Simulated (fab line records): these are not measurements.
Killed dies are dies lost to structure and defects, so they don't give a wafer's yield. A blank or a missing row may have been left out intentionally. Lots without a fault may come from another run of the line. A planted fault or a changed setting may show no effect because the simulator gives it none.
Matching of chambers ; flow sky130 ; 3 sister chambers for SKY_CAP2M_CVD_00 on pecvd-04
The step deposits SiO2, target thk 15.5 nm. 3 wafers are shown with their chamber, then 9 later ones without.

== WAFERS WITH THEIR CHAMBER ==
wafer;chamber;heater_power_w (W)
L087.1;2;936
L087.2;0;691
L087.3;1;610

== WAFERS WHOSE CHAMBER IS MISSING ==
wafer;heater_power_w (W)
L090.3;938
L090.5;634
L090.6;677
L091.3;595
L091.4;588
L091.6;666
L095.1;703
L095.3;672
L095.5;661

== CHAMBER TAKEN BY EACH ==
wafer;from the rows above;in truth
L090.3;2;2
L090.5;can't be placed: 1 or 0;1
L090.6;0;0
L091.3;1;1
L091.4;1;1
L091.6;can't be placed: 0 or 1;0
L095.1;0;0
L095.3;0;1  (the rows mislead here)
L095.5;can't be placed: 0 or 1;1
Correctly placed: 5 of 9. Unplaceable from these rows: 3, with the true chamber sitting among the candidates in 3. Number placed wrongly: 1.
How it was worked out, from the rows above alone: a wafer's distance from a chamber is the root of the sum, over the readings, of the square of ((its reading less the chamber's mean) divided by the reading's scatter). If the next closest chamber is less than 2 further off than the closest, the wafer can't be placed; otherwise it belongs to the closest. A chamber's mean is the mean of its shown wafers. The scatter: root of mean squared gap, hidden wafer to nearest shown wafer, with one shown wafer a chamber.
